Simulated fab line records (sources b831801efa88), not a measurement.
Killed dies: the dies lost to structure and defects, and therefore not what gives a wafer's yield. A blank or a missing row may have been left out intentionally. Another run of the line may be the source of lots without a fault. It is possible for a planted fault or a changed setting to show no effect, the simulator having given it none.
Comparing a struck lot with a sound one + flow sfqLine + 24 out of 325 route steps
Sound: wafers L210.1, L210.2, L210.4. Wafers L212.1, L212.2, L212.3 were the ones struck. The cause is given at the end.
For every step that has rows: the tool of each side, followed by ch and its chambers, followed by its first start. Under that, the readings that differ: sound wafers + struck wafers + difference of the means + sigmas: that difference in standard deviations of wafers without a fault.
alike: a reading whose means differ by less than 2 such deviations, as well as words and numbers matching on both sides. not compared: withheld readings; readings where some wafer has no value; bounds like >300 that might hide an equal value; numbers whose values overlap and for which the record gives no deviation.
The two part at a step that has a row with sigmas, a row that says differs or no value, or rows on one side only. Non-overlapping numbers with no deviation appear without sigmas and do not part them. A reading that every wafer of one side lacks parts them only if that side has two wafers or more.

first, 6 steps without rows for these wafers: SFQ_TRILAYER_I0_VIA_LITHO_COAT_036 (resist thk 62 nm); SFQ_TRILAYER_I0_VIA_LITHO_COAT_031 (resist thk 650 nm); SFQ_TRILAYER_I0_VIA_LITHO_SOFTBAKE_035; SFQ_TRILAYER_I0_VIA_LITHO_EXPOSE_032 (exposes mask I0, target cd 500 nm); SFQ_TRILAYER_I0_VIA_LITHO_PEB_034 (peb time 60 s); SFQ_TRILAYER_I0_VIA_LITHO_DEVELOP_033 (time 60 s).
SFQ_I0_OVL_MEAS_908:
  sound: overlay-02 at day 16 16:30; struck: overlay-01 at day 17 12:56
  alike: I0_OVL
SFQ_TRILAYER_I0_VIA_BARC_OPEN_VIA_ETCH_046: etches BARC in O2, target depth 125 nm, time 41.7 s.
  sound on rieDiel-04 ch 0,2,3, day 16 16:32; struck on rieDiel-01 ch 0,1,2, day 17 12:58
  alike: drypumpMotorCurrentA, oesProductAu, rfFwdPowerW
  not compared: rfHoursCounterH
SFQ_TRILAYER_I0_VIA_ETCH_VIA_ETCH_034: etches SiO2 in CHF3, stops on Nb, target depth 260 nm.
  sound on rieDiel-04 ch 0,2,3, day 16 16:35; struck on rieDiel-01 ch 0,1,2, day 17 13:01
  alike: drypumpMotorCurrentA, oesProductAu, rfFwdPowerW
SFQ_TRILAYER_I0_VIA_STRIP_STRIP_035: strips in O2.
  sound on rieMetal-04 ch 0,1, day 16 16:41; struck on rieMetal-04 ch 0,1, day 17 13:08
  alike: drypumpMotorCurrentA, oesProductAu
  not compared: rfHoursCounterH
then, 2 steps without rows for these wafers: SFQ_TRILAYER_I0_VIA_STRIP_SOLV_CLEAN_036 (cleans in NMP, time 600 s); SFQ_TRILAYER_M1_DEP_PRE_CLEAN_038 (time 22.5 s).
SFQ_TRILAYER_M1_DEP_SPUTTER_037: material Nb, target thk 200 nm, time 133.3 s.
  sound: pvdSputter-04 at day 16 17:29; struck: pvdSputter-06 at day 17 14:11
  alike: throttleValvePct
SFQ_M1_RS_MEAS_909: a four-point-probe measurement.
  sound: filmMetro-01 at day 16 17:35; struck: filmMetro-03 at day 17 14:17
| reading           | sound             | struck            | difference | sigmas |
|-------------------|-------------------|-------------------|------------|--------|
| M1_NB_RS (ohm/sq) | 0.889 0.886 0.888 | 0.437 0.439 0.439 | -0.449     | -55    |
then, 6 steps without rows for these wafers: SFQ_TRILAYER_M1_LITHO_COAT_044 (resist thk 62 nm); SFQ_TRILAYER_M1_LITHO_COAT_039 (resist thk 600 nm); SFQ_TRILAYER_M1_LITHO_SOFTBAKE_043; SFQ_TRILAYER_M1_LITHO_EXPOSE_040 (exposes mask M1, target cd 500 nm); SFQ_TRILAYER_M1_LITHO_PEB_042 (peb time 60 s); SFQ_TRILAYER_M1_LITHO_DEVELOP_041 (time 60 s).
-- the record jumps here: 5 days lie between the struck wafers' starts before and after --
SFQ_M1_OVL_MEAS_911:
  sound: overlay-01 at day 16 20:08; struck: overlay-02 at day 22 21:16
  alike: M1_OVL
SFQ_TRILAYER_M1_BARC_OPEN_METAL_ETCH_054: etches BARC in O2, target depth 125 nm, time 41.7 s.
  sound on rieMetal-04 ch 0,1, day 16 20:10; struck on rieMetal-04 ch 0,1, day 22 21:18
  alike: drypumpMotorCurrentA, oesProductAu, rfFwdPowerW
  not compared: rfHoursCounterH
SFQ_TRILAYER_M1_ETCH_METAL_ETCH_042: etches Nb in Cl2/Ar, stops on SiO2, target depth 240 nm, time 120 s.
  sound on rieMetal-04 ch 0,1, day 16 20:14; struck on rieMetal-04 ch 0,1, day 22 21:22
| reading                      | sound             | struck            | difference | sigmas |
|------------------------------|-------------------|-------------------|------------|--------|
| oesProductAu (a.u.)          | 0.896 0.899 0.896 | 1.014 1.005 1.003 | +0.110     | +16    |
| model.etch.depthNm (nm)      | 199.9 200.3 200.5 | 242.4 240.6 240.7 | +41.0      |        |
| model.M1.featureDepthNm (nm) | 199.9 200.3 200.5 | 242.4 240.6 240.7 | +41.0      |        |
  alike: drypumpMotorCurrentA, rfFwdPowerW
  not compared: rfHoursCounterH
SFQ_TRILAYER_M1_STRIP_STRIP_043: strips in O2.
  sound on rieMetal-04 ch 0,1, day 16 20:22; struck on rieMetal-04 ch 0,1, day 22 21:29
  alike: drypumpMotorCurrentA, oesProductAu
  not compared: rfHoursCounterH

== WHERE THEY PART ==
At SFQ_M1_RS_MEAS_909 first; at SFQ_TRILAYER_M1_ETCH_METAL_ETCH_042 last (within this record only). Later steps at which nothing parts them and some readings are alike: SFQ_TRILAYER_M1_STRIP_STRIP_043.

WHY: what had been put in by the simulator
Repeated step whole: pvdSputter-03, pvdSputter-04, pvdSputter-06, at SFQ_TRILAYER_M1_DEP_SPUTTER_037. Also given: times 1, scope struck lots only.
